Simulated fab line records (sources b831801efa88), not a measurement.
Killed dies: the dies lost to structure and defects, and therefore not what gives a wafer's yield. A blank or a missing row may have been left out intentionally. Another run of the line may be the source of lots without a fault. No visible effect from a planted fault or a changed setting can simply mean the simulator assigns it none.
A lot that was struck, set against a sound lot | flow sky130 | 19 out of 708 route steps
Sound: wafers L434.1, L434.3, L434.5. Wafers L429.2, L429.4, L429.6 were the ones struck. The cause comes at the end.
Each step with rows lists, per side, the tool, then ch with its chambers, then its first start. Under that, the readings that differ: sound wafers | struck wafers | difference of the means | sigmas: that difference in standard deviations of wafers without a fault.
alike: readings with means less than 2 such deviations apart, plus words and numbers identical on both sides. not compared: withheld readings, readings lacking a value on some wafer, bounds such as >300 that could conceal the same value, and numbers that have no deviation in the record and whose values overlap.
Wherever a step has rows on one side only, a row that says differs or no value, or a row with sigmas, the two part there. Numbers that have no deviation but don't overlap get no sigmas and don't part them. Lack of a reading on every wafer of one side parts them only where that side has two or more wafers.

first, 1 step without rows for these wafers: SKY_RES_XHIGH_IMPLANT_07.
SKY_RES_XHIGH_STRIP_08: strips in O2/N2.
  sound on plasma-asher-03 ch 0,1, day 32 16:05; struck on plasma-asher-02 ch 0,1, day 31 04:17
  alike: drypump-motor-current-A, oes-product-au, strip-time-to-endpoint-s
  not compared: rf-hours-counter-h
SKY_RES_XHIGH_TW_MEAS_09:
  sound on film-metro-01, day 32 16:11; struck on film-metro-04, day 31 04:24
  alike: RES_XHIGH_TW
then, 7 steps without rows for these wafers: SKY_SD_N_DEHYDRATE_00 (time 60 s); SKY_SD_N_HMDS_01 (prime time 60 s); SKY_SD_N_COAT_02 (resist thk 1140 nm); SKY_SD_N_SOFTBAKE_03 (time 60 s); SKY_SD_N_EXPOSE_04 (exposes mask NSDM, target cd 380 nm); SKY_SD_N_PEB_05; SKY_SD_N_DEVELOP_06 (develop time 60 s).
SKY_SD_N_CD_MEAS_07: the cd target is 380 nm.
  sound on cd-sem-01, day 33 18:43; struck on cd-sem-01, day 32 07:50
  alike: cd-nm
SKY_SD_N_OVL_MEAS_08:
  sound on overlay-02, day 33 18:50; struck on overlay-01, day 32 07:56
  alike: SD_N_OVL
SKY_SD_N_IMPLANT_09:
  struck on implanter-04, day 32 07:59; sound on implanter-02 ch 0, day 33 18:52
  no value came back on the struck wafers for beam-energy-keV, beam-on-s (s); on the sound wafers beam-energy-keV reads 50.014 50.015 49.995
then, 1 step without rows for these wafers: SKY_SD_N_IMPLANT_10.
SKY_SD_N_STRIP_11: strips in O2/N2.
  sound on plasma-asher-04 ch 0,1, day 33 19:10; struck on plasma-asher-03 ch 0, day 32 08:16
  reading                      | sound             | struck            | difference | sigmas
  oes-product-au (a.u.)        | 0.527 0.523 0.516 | 0.714 0.720 0.704 | +0.191     | +41
  strip-time-to-endpoint-s (s) | 22.54 22.53 22.56 | 14.15 14.14 14.15 | -8.40      | -99 or more
  alike: drypump-motor-current-A
  not compared: rf-hours-counter-h
SKY_SD_N_TW_MEAS_12:
  sound on film-metro-02, day 33 19:16; struck on film-metro-02, day 32 08:23
  reading | sound          | struck         | difference | sigmas
  SD_N_TW | 3941 3948 3932 | 1379 1381 1381 | -2560      | -99 or more
then, 1 step without rows for these wafers: SKY_SD_N_CLEAN_13 (cleans in SC1/SC2, time 150 s).
SKY_SD_N_RTA_14: time 2 s.
  sound on rtp-anneal-01 ch 0, day 33 19:23; struck on rtp-anneal-02 ch 0, day 32 08:29
  alike: lamp-power-pct, wafer_temp_C_max
SKY_SD_N_RS_MEAS_16: the measuring method here is four-point-probe.
  sound on film-metro-04, day 33 19:33; struck on film-metro-02, day 32 08:41
  reading          | sound             | struck               | difference | sigmas
  SD_N_RS (ohm/sq) | 68.57 68.49 68.56 | 440.70 442.42 441.86 | +373.12    | +99 or more

## WHERE THEY PART
First at SKY_SD_N_IMPLANT_09; last, within this record, at SKY_SD_N_RS_MEAS_16.

WHY: what the simulator had put in
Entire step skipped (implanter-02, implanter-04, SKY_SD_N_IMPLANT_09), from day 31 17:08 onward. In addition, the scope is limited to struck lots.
